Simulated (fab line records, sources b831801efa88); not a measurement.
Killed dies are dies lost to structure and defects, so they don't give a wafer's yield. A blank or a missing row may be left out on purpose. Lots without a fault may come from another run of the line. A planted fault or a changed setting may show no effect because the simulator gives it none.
Which tool did it? | flow sky130 | 11 lots, 33 wafers sampled, at 3 steps of a route of 708

WHAT THE GAUGES READ, wafer by wafer
SKY_METAL4_CD_MEAS_13: target cd 300 nm.
lot  | measured     | on        | cd_nm (nm)
L214 | day 41 21:27 | cd_sem-02 | 299.5 299.4 299.7
L217 | day 43 09:27 | cd_sem-02 | 298.6 299.1 298.2
L218 | day 43 20:05 | cd_sem-02 | 301.8 300.6 300.8
L221 | day 44 01:25 | cd_sem-01 | 298.5 300.5 300.1
L224 | day 44 18:25 | cd_sem-02 | 300.8 301.1 300.1
L225 | day 44 20:27 | cd_sem-02 | 299.5 300.8 300.8
L226 | day 45 06:01 | cd_sem-02 | 299.4 300.3 302.0
L228 | day 45 16:22 | cd_sem-02 | 314.8 314.1 316.0
L229 | day 46 00:40 | cd_sem-02 | 316.5 316.1 317.0
L230 | day 46 03:41 | cd_sem-02 | 312.4 313.1 311.9
L231 | day 46 14:07 | cd_sem-01 | 310.7 311.7 310.3

WHICH TOOL RAN EACH LOT (tool, then ch and the chambers of the sampled wafers, then the start)
lot  | SKY_METAL4_SPUTTER_04        | SKY_METAL4_EXPOSE_10
L214 | pvd_sputter-03, day 39 19:21 | krf_scanner-01 ch 0, day 41 10:19
L217 | pvd_sputter-02, day 41 10:21 | krf_scanner-02 ch 0, day 42 21:58
L218 | pvd_sputter-04, day 41 20:49 | krf_scanner-02 ch 0, day 43 09:04
L221 | pvd_sputter-03, day 42 01:19 | krf_scanner-01 ch 0, day 43 14:14
L224 | pvd_sputter-03, day 42 19:20 | krf_scanner-01 ch 0, day 44 06:41
L225 | pvd_sputter-03, day 42 21:43 | krf_scanner-01 ch 0, day 44 08:57
L226 | pvd_sputter-04, day 43 07:45 | krf_scanner-01 ch 0, day 44 19:52
L228 | pvd_sputter-02, day 43 19:10 | krf_scanner-01 ch 0, day 45 05:37
L229 | pvd_sputter-03, day 44 04:14 | krf_scanner-01 ch 0, day 45 15:22
L230 | pvd_sputter-04, day 44 06:50 | krf_scanner-01 ch 0, day 45 17:56
L231 | pvd_sputter-03, day 44 18:58 | krf_scanner-01 ch 0, day 46 03:10
- SKY_METAL4_SPUTTER_04: material TiN, target thk 70 nm, time 58.3 s.
- SKY_METAL4_EXPOSE_10: exposes mask MM4, target cd 300 nm.

THE ANSWER, worked out from the rows above alone
Rule: what is usual is taken from the lots themselves. Put in order of their means at a reading, lots are off if they are a third of the lots or fewer, leave a main group of 4 or more, and stand apart from it by a gap of 3 or more times the standard deviation of the main group's means; of several such gaps the widest counts. A main group whose means are all the same, to the digits that the tables above print for the reading, isn't used. A lot without any number at a reading at which 4 lots or more have one is off too. The other lots that the step has rows for count as sound.
No lot is off at any reading shown: from this, nothing can be told.

WHAT THE SIMULATOR HAD PUT IN
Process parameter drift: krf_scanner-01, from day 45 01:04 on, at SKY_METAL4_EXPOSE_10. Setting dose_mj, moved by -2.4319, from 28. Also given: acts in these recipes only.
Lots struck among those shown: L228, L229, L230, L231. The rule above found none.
